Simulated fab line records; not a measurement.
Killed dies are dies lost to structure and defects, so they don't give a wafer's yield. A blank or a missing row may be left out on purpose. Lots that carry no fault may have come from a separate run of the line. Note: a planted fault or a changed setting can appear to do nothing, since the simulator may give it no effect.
Chamber matching | flow sky130 | 3 sister chambers for SKY_VIA4_HDPCVD_00 on hdpcvd-02
The step deposits SiO2, target thk 1750 nm, time 291.7 s. 3 wafers are shown with their chamber, then 7 later ones without.

## WAFERS WITH THEIR CHAMBER
wafer  | chamber | run length s (s)
L202.5 | 2       | 318.4
L204.3 | 0       | 319.4
L204.5 | 1       | 319.5

## WAFERS WITHOUT THEIR CHAMBER
wafer  | run length s (s)
L204.6 | 319.4
L206.1 | 319.0
L206.3 | 319.0
L206.4 | 319.6
L207.1 | 319.3
L207.3 | 319.4
L207.5 | 319.3

## CHAMBER TAKEN BY EACH
wafer  | from the rows above          | in truth
L204.6 | can't be placed: 0 or 1      | 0
L206.1 | can't be placed: 0 or 1 or 2 | 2
L206.3 | can't be placed: 0 or 1 or 2 | 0
L206.4 | can't be placed: 1 or 0      | 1
L207.1 | can't be placed: 0 or 1      | 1
L207.3 | can't be placed: 0 or 1      | 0
L207.5 | can't be placed: 0 or 1      | 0
Correctly placed: 0 of 7. These rows do not allow placing 7 (true chamber among the candidates in 7). Wrongly placed: 0.
How it was worked out, from the rows above alone: a wafer's distance from a chamber is the root of the sum, over the readings, of the square of ((its reading less the chamber's mean) divided by the reading's scatter). The wafer belongs to the nearest chamber; if the next one is less than 2 further off, it can't be placed. The mean given for a chamber averages the wafers shown for that chamber. The scatter: with one shown wafer a chamber, the root of the mean of the squares of how far each hidden wafer lies from its nearest shown one.
